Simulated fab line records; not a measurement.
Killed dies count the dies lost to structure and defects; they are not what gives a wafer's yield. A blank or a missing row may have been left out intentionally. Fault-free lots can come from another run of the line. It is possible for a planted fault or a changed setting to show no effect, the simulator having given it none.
Which tool is to blame? || flow gf180mcu || 11 lots with 33 wafers sampled at 6 steps, on a route of 602 steps

## WHAT THE GAUGES SHOWED, per wafer
GF_PSD_TW_MEAS_11.
{"lot": "L835", "measured": "day 14 00:43", "on": "filmMetro-04", "PSD_TW": "3168 3164 3155"}
{"lot": "L836", "measured": "day 14 14:50", "on": "filmMetro-04", "PSD_TW": "3179 3160 3148"}
{"lot": "L837", "measured": "day 14 23:09", "on": "filmMetro-01", "PSD_TW": "3187 3180 3179"}
{"lot": "L839", "measured": "day 15 16:47", "on": "filmMetro-04", "PSD_TW": "3152 3158 3171"}
{"lot": "L840", "measured": "day 15 22:01", "on": "filmMetro-04", "PSD_TW": "3160 3168 3177"}
{"lot": "L841", "measured": "day 16 01:53", "on": "filmMetro-03", "PSD_TW": "3215 3223 3206"}
{"lot": "L843", "measured": "day 16 23:06", "on": "filmMetro-04", "PSD_TW": "3161 3147 3135"}
{"lot": "L844", "measured": "day 17 05:55", "on": "filmMetro-01", "PSD_TW": "3181 3162 3166"}
{"lot": "L847", "measured": "day 18 10:54", "on": "filmMetro-01", "PSD_TW": "3172 3150 3142"}
{"lot": "L855", "measured": "day 21 01:39", "on": "filmMetro-04", "PSD_TW": "3015 3027 3024"}
{"lot": "L857", "measured": "day 21 23:37", "on": "filmMetro-01", "PSD_TW": "2990 2996 2981"}

GF_PSD_RS_MEAS_15: the measuring method here is four-point-probe.
{"lot": "L835", "measured": "day 14 01:04", "on": "filmMetro-01", "PSD_RS (ohm/sq)": "108.16 108.49 108.38"}
{"lot": "L836", "measured": "day 14 15:11", "on": "filmMetro-03", "PSD_RS (ohm/sq)": "108.38 108.73 108.54"}
{"lot": "L837", "measured": "day 14 23:29", "on": "filmMetro-03", "PSD_RS (ohm/sq)": "108.56 108.32 108.46"}
{"lot": "L839", "measured": "day 15 17:07", "on": "filmMetro-03", "PSD_RS (ohm/sq)": "108.29 108.48 108.47"}
{"lot": "L840", "measured": "day 15 22:23", "on": "filmMetro-01", "PSD_RS (ohm/sq)": "108.32 108.08 108.51"}
{"lot": "L841", "measured": "day 16 02:17", "on": "filmMetro-04", "PSD_RS (ohm/sq)": "108.66 108.78 108.37"}
{"lot": "L843", "measured": "day 16 23:31", "on": "filmMetro-03", "PSD_RS (ohm/sq)": "108.92 108.96 108.70"}
{"lot": "L844", "measured": "day 17 06:14", "on": "filmMetro-04", "PSD_RS (ohm/sq)": "108.64 108.76 108.97"}
{"lot": "L847", "measured": "day 18 11:13", "on": "filmMetro-03", "PSD_RS (ohm/sq)": "108.70 108.09 108.53"}
{"lot": "L855", "measured": "day 21 02:00", "on": "filmMetro-03", "PSD_RS (ohm/sq)": "121.59 121.04 121.45"}
{"lot": "L857", "measured": "day 21 23:56", "on": "filmMetro-04", "PSD_RS (ohm/sq)": "121.73 122.06 121.92"}

GF_M1_OVL_MEAS_15.
{"lot": "L835", "measured": "day 16 19:55", "on": "overlay-01", "M1_OVL (nm)": "-1 -3 -9"}
{"lot": "L836", "measured": "day 17 10:17", "on": "overlay-02", "M1_OVL (nm)": "8 -3 -3"}
{"lot": "L837", "measured": "day 17 20:22", "on": "overlay-02", "M1_OVL (nm)": "-7 -9 -2"}
{"lot": "L839", "measured": "day 18 16:24", "on": "overlay-02", "M1_OVL (nm)": "-7 5 1"}
{"lot": "L840", "measured": "day 18 22:41", "on": "overlay-01", "M1_OVL (nm)": "10 16 8"}
{"lot": "L841", "measured": "day 19 01:25", "on": "overlay-01", "M1_OVL (nm)": "-2 0 1"}
{"lot": "L843", "measured": "day 20 01:34", "on": "overlay-01", "M1_OVL (nm)": "6 11 13"}
{"lot": "L844", "measured": "day 20 08:19", "on": "overlay-01", "M1_OVL (nm)": "10 4 5"}
{"lot": "L847", "measured": "day 21 15:27", "on": "overlay-02", "M1_OVL (nm)": "-12 -6 0"}
{"lot": "L855", "measured": "day 24 04:31", "on": "overlay-01", "M1_OVL (nm)": "3 7 -9"}
{"lot": "L857", "measured": "day 25 00:39", "on": "overlay-02", "M1_OVL (nm)": "7 12 3"}

## EACH LOT AND THE TOOL THAT RAN IT (in order: tool; ch and the chambers of the sampled wafers; start)
{"lot": "L835", "GF_PSD_IMPLANT_09": "implanter-03 ch 0, day 14 00:31", "GF_PSD_STRIP_10": "plasmaAsher-01 ch 0,1, day 14 00:38", "GF_SALICIDE_RTA_08": "rtpAnneal-01 ch 0, day 14 22:25"}
{"lot": "L836", "GF_PSD_IMPLANT_09": "implanter-03 ch 0, day 14 14:38", "GF_PSD_STRIP_10": "plasmaAsher-04 ch 0,1, day 14 14:44", "GF_SALICIDE_RTA_08": "rtpAnneal-02 ch 0, day 15 13:01"}
{"lot": "L837", "GF_PSD_IMPLANT_09": "implanter-03 ch 0, day 14 22:55", "GF_PSD_STRIP_10": "plasmaAsher-01 ch 0,1, day 14 23:02", "GF_SALICIDE_RTA_08": "rtpAnneal-01 ch 0, day 15 21:56"}
{"lot": "L839", "GF_PSD_IMPLANT_09": "implanter-02 ch 0, day 15 16:32", "GF_PSD_STRIP_10": "plasmaAsher-02 ch 0,1, day 15 16:41", "GF_SALICIDE_RTA_08": "rtpAnneal-01 ch 0, day 16 15:37"}
{"lot": "L840", "GF_PSD_IMPLANT_09": "implanter-01 ch 0, day 15 21:47", "GF_PSD_STRIP_10": "plasmaAsher-01 ch 1, day 15 21:55", "GF_SALICIDE_RTA_08": "rtpAnneal-02 ch 0, day 16 21:06"}
{"lot": "L841", "GF_PSD_IMPLANT_09": "implanter-01 ch 0, day 16 01:38", "GF_PSD_STRIP_10": "plasmaAsher-01 ch 0,1, day 16 01:47", "GF_SALICIDE_RTA_08": "rtpAnneal-02 ch 0, day 17 00:46"}
{"lot": "L843", "GF_PSD_IMPLANT_09": "implanter-02 ch 0, day 16 22:52", "GF_PSD_STRIP_10": "plasmaAsher-01 ch 0,1, day 16 22:59", "GF_SALICIDE_RTA_08": "rtpAnneal-02 ch 0, day 17 23:08"}
{"lot": "L844", "GF_PSD_IMPLANT_09": "implanter-01 ch 0, day 17 05:40", "GF_PSD_STRIP_10": "plasmaAsher-02 ch 0,1, day 17 05:49", "GF_SALICIDE_RTA_08": "rtpAnneal-02 ch 0, day 18 06:02"}
{"lot": "L847", "GF_PSD_IMPLANT_09": "implanter-02 ch 0, day 18 10:39", "GF_PSD_STRIP_10": "plasmaAsher-02 ch 0,1, day 18 10:48", "GF_SALICIDE_RTA_08": "rtpAnneal-01 ch 0, day 19 12:05"}
{"lot": "L855", "GF_PSD_IMPLANT_09": "implanter-03 ch 0, day 21 01:24", "GF_PSD_STRIP_10": "plasmaAsher-02 ch 0,1, day 21 01:33", "GF_SALICIDE_RTA_08": "rtpAnneal-02 ch 0, day 22 02:47"}
{"lot": "L857", "GF_PSD_IMPLANT_09": "implanter-03 ch 0, day 21 23:22", "GF_PSD_STRIP_10": "plasmaAsher-02 ch 0,1, day 21 23:30", "GF_SALICIDE_RTA_08": "rtpAnneal-02 ch 0, day 23 00:31"}
- GF_PSD_IMPLANT_09
- GF_PSD_STRIP_10: strips in O2/N2.
- GF_SALICIDE_RTA_08: time 30 s.

## WHAT THE TOOLS THEMSELVES READ (means of the sampled wafers that have a number; where no wafer has one, the mark that the record gives instead)
GF_PSD_IMPLANT_09.
{"lot": "L835", "tool": "implanter-03", "beamOnS (s)": 9.90, "faradayCurrentUA": 8311}
{"lot": "L836", "tool": "implanter-03", "beamOnS (s)": 9.93, "faradayCurrentUA": 8294}
{"lot": "L837", "tool": "implanter-03", "beamOnS (s)": 9.73, "faradayCurrentUA": 8464}
{"lot": "L839", "tool": "implanter-02", "beamOnS (s)": 10.09, "faradayCurrentUA": 8185}
{"lot": "L840", "tool": "implanter-01", "beamOnS (s)": 10.20, "faradayCurrentUA": 8071}
{"lot": "L841", "tool": "implanter-01", "beamOnS (s)": 9.89, "faradayCurrentUA": 8331}
{"lot": "L843", "tool": "implanter-02", "beamOnS (s)": 9.84, "faradayCurrentUA": 8392}
{"lot": "L844", "tool": "implanter-01", "beamOnS (s)": 10.09, "faradayCurrentUA": 8196}
{"lot": "L847", "tool": "implanter-02", "beamOnS (s)": 9.98, "faradayCurrentUA": 8262}
{"lot": "L855", "tool": "implanter-03", "beamOnS (s)": 7.95, "faradayCurrentUA": 10344}
{"lot": "L857", "tool": "implanter-03", "beamOnS (s)": 7.68, "faradayCurrentUA": 10700}

GF_PSD_STRIP_10.
{"lot": "L835", "tool": "plasmaAsher-01", "drypumpMotorCurrentA (A)": 5.5, "heaterPowerW (W)": 352, "oesProductAu (a.u.)": 0.596, "stripTimeToEndpointS (s)": 16.50}
{"lot": "L836", "tool": "plasmaAsher-04", "drypumpMotorCurrentA (A)": 6.1, "heaterPowerW (W)": 359, "oesProductAu (a.u.)": 0.590, "stripTimeToEndpointS (s)": 16.55}
{"lot": "L837", "tool": "plasmaAsher-01", "drypumpMotorCurrentA (A)": 5.5, "heaterPowerW (W)": 355, "oesProductAu (a.u.)": 0.589, "stripTimeToEndpointS (s)": 16.53}
{"lot": "L839", "tool": "plasmaAsher-02", "drypumpMotorCurrentA (A)": 6.1, "heaterPowerW (W)": 352, "oesProductAu (a.u.)": 0.592, "stripTimeToEndpointS (s)": 16.58}
{"lot": "L840", "tool": "plasmaAsher-01", "drypumpMotorCurrentA (A)": 5.3, "heaterPowerW (W)": 336, "oesProductAu (a.u.)": 0.599, "stripTimeToEndpointS (s)": 16.52}
{"lot": "L841", "tool": "plasmaAsher-01", "drypumpMotorCurrentA (A)": 5.6, "heaterPowerW (W)": 361, "oesProductAu (a.u.)": 0.588, "stripTimeToEndpointS (s)": 16.55}
{"lot": "L843", "tool": "plasmaAsher-01", "drypumpMotorCurrentA (A)": 5.7, "heaterPowerW (W)": 361, "oesProductAu (a.u.)": 0.594, "stripTimeToEndpointS (s)": 16.49}
{"lot": "L844", "tool": "plasmaAsher-02", "drypumpMotorCurrentA (A)": 6.1, "heaterPowerW (W)": 352, "oesProductAu (a.u.)": 0.593, "stripTimeToEndpointS (s)": 16.62}
{"lot": "L847", "tool": "plasmaAsher-02", "drypumpMotorCurrentA (A)": 6.1, "heaterPowerW (W)": 360, "oesProductAu (a.u.)": 0.587, "stripTimeToEndpointS (s)": 16.49}
{"lot": "L855", "tool": "plasmaAsher-02", "drypumpMotorCurrentA (A)": 6.1, "heaterPowerW (W)": 329, "oesProductAu (a.u.)": 0.610, "stripTimeToEndpointS (s)": 15.79}
{"lot": "L857", "tool": "plasmaAsher-02", "drypumpMotorCurrentA (A)": 6.1, "heaterPowerW (W)": 333, "oesProductAu (a.u.)": 0.608, "stripTimeToEndpointS (s)": 15.80}

GF_SALICIDE_RTA_08.
{"lot": "L835", "tool": "rtpAnneal-01", "lampPowerPct (%)": 18.0, "wafer_temp_C_max": 804.2}
{"lot": "L836", "tool": "rtpAnneal-02", "lampPowerPct (%)": 15.9, "wafer_temp_C_max": 804.1}
{"lot": "L837", "tool": "rtpAnneal-01", "lampPowerPct (%)": 18.0, "wafer_temp_C_max": 804.8}
{"lot": "L839", "tool": "rtpAnneal-01", "lampPowerPct (%)": 18.0, "wafer_temp_C_max": 804.5}
{"lot": "L840", "tool": "rtpAnneal-02", "lampPowerPct (%)": 15.9, "wafer_temp_C_max": 804.7}
{"lot": "L841", "tool": "rtpAnneal-02", "lampPowerPct (%)": 15.9, "wafer_temp_C_max": 803.3}
{"lot": "L843", "tool": "rtpAnneal-02", "lampPowerPct (%)": 15.9, "wafer_temp_C_max": 804.1}
{"lot": "L844", "tool": "rtpAnneal-02", "lampPowerPct (%)": 15.9, "wafer_temp_C_max": 804.2}
{"lot": "L847", "tool": "rtpAnneal-01", "lampPowerPct (%)": 18.0, "wafer_temp_C_max": 803.8}
{"lot": "L855", "tool": "rtpAnneal-02", "lampPowerPct (%)": 15.9, "wafer_temp_C_max": 804.3}
{"lot": "L857", "tool": "rtpAnneal-02", "lampPowerPct (%)": 15.9, "wafer_temp_C_max": 803.9}

## THE ANSWER, worked out from the rows above alone
Rule: usual is defined by the lots themselves. The widest of any qualifying gaps counts: lots, ordered by their means at a reading, are off when they make up no more than a third of the lots, leave a main group of 4 or more, and stand apart from it by 3 or more times the standard deviation of that group's means. A main group is skipped when, at the precision printed for the reading in the tables above, its means are all equal. A lot without any number at a reading at which 4 lots or more have one is off too. Where the step has rows for the other lots, those lots are counted as sound. Order of review: gauges by route order, followed by the tools' own readings, for which a lot's mean as printed above is used. The first step at which some lot is off is used, and at that step the reading that is off furthest; a lot without a number counts as furthest.
Off: at GF_PSD_TW_MEAS_11 (PSD_TW), L855, L857. Mean 3169 and standard deviation 18 in the main group.
A tool fits if, at a process step before that reading, it ran every lot that is off, and no sound lot after the first of them. Not tried: the gauges at GF_PSD_TW_MEAS_11; whatever is off there is also off at GF_PSD_IMPLANT_09, on other tools, and gauge error can't account for it. Can't be told from this: 2 tools fit, implanter-03 at GF_PSD_IMPLANT_09, plasmaAsher-02 at GF_PSD_STRIP_10.

## WHAT THE SIMULATOR PUT IN
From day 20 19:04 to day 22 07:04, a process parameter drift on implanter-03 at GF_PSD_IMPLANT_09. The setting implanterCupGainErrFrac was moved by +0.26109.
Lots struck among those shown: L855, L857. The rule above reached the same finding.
